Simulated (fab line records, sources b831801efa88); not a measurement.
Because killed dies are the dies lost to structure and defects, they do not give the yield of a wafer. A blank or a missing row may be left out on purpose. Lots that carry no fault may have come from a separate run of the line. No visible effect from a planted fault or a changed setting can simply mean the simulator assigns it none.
8D (eight disciplines) problem report, filled in by code / flow gf180mcu / the parts of the form that need people (team, actions taken, sign-off) are left out

== 1. THE PROBLEM ==
heater_power_total_W at GF_M5_PEB_05 reads a mean of 88.62 W on 6 wafers of 2 lots; wafers without a fault read 85.69 W with a standard deviation of 0.08. That puts it +37 standard deviations away from the usual mean.
The step: peb time 90 s.
Seen first at day 31 19:58 on litho_track-04, wafer L646.2. Wafers with a number at this step in the record: 42, from 14 lots. The rule behind "out" and "out of limits": a value lying over 4 standard deviations away from the usual mean. All remaining wafers that have a number are taken as sound.

== 2. WHAT THIS IS AND IS NOT ==
question=which readings at this step | is=heater_power_total_W | is not=chill_plate_temp_C
question=which lots | is=L646, L648 | is not=L627, L628, L629, L630, L632, L633, L635, L636, L637, L639, L641, L647
question=which wafers of those lots | is=all that have a number | is not=-
question=read on which tools | is=litho_track-04 | is not=litho_track-01, litho_track-02
question=when | is=from day 31 19:58 | is not=up to then (33 sound wafers); but 3 sound wafers of L647 came after

== 3. THE SUSPECTS, EACH WITH WHAT RULES IT OUT ==
Counting: any tool at a process step up to the reading is kept as a suspect provided that every lot that is out went through it and no sound lot did after the first of them.
- pecvd-02 at GF_V4_CVD_02 (deposits SiO2 from TEOS, target thk 850 nm, time 94.851 s): kept. It ran every lot that is out, first L646 (day 29 10:56), and no sound lot after that; its last sound lot up to then is L639 (day 28 02:47).
- litho_track-04 at GF_M5_PEB_05 (peb time 90 s): kept. It ran every lot that is out, first L646 (day 31 19:58), and no sound lot after that; its last sound lot up to then is L637 (day 29 18:44). Its own readings are out on those wafers: heater_power_total_W.
The count leaves litho_track-04 at GF_M5_PEB_05 and pecvd-02 at GF_V4_CVD_02.

== 4. THE CAUSE (what the simulator had put in) ==
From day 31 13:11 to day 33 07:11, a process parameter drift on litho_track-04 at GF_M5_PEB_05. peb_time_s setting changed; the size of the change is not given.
Of the 2 suspects that counting leaves, this tool is one.

== 5. SEQUENCE OF EFFECTS, ordered by route ==
One row per reading whose mean, taken over the struck wafers that have a number, lies over 3 standard deviations from the usual. Only readings whose record carries a usual standard deviation are examined. hours: median over the lots of the time between each lot's start at the first step of this table that gives one and its start at this step. sigmas: the change, counted in usual standard deviations.
hours=0; step=GF_M5_PEB_05; reading=heater_power_total_W; usual=85.69 W; on struck wafers=88.62; change=+2.94; sigmas=+37
It contains these process steps:
- GF_M5_PEB_05: peb time 90 s.

== 6. HOW IT WOULD HAVE BEEN CAUGHT EARLIER ==
In this record the first reading out of limits was taken at day 31 19:58, 7 hours after the fault began at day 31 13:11.
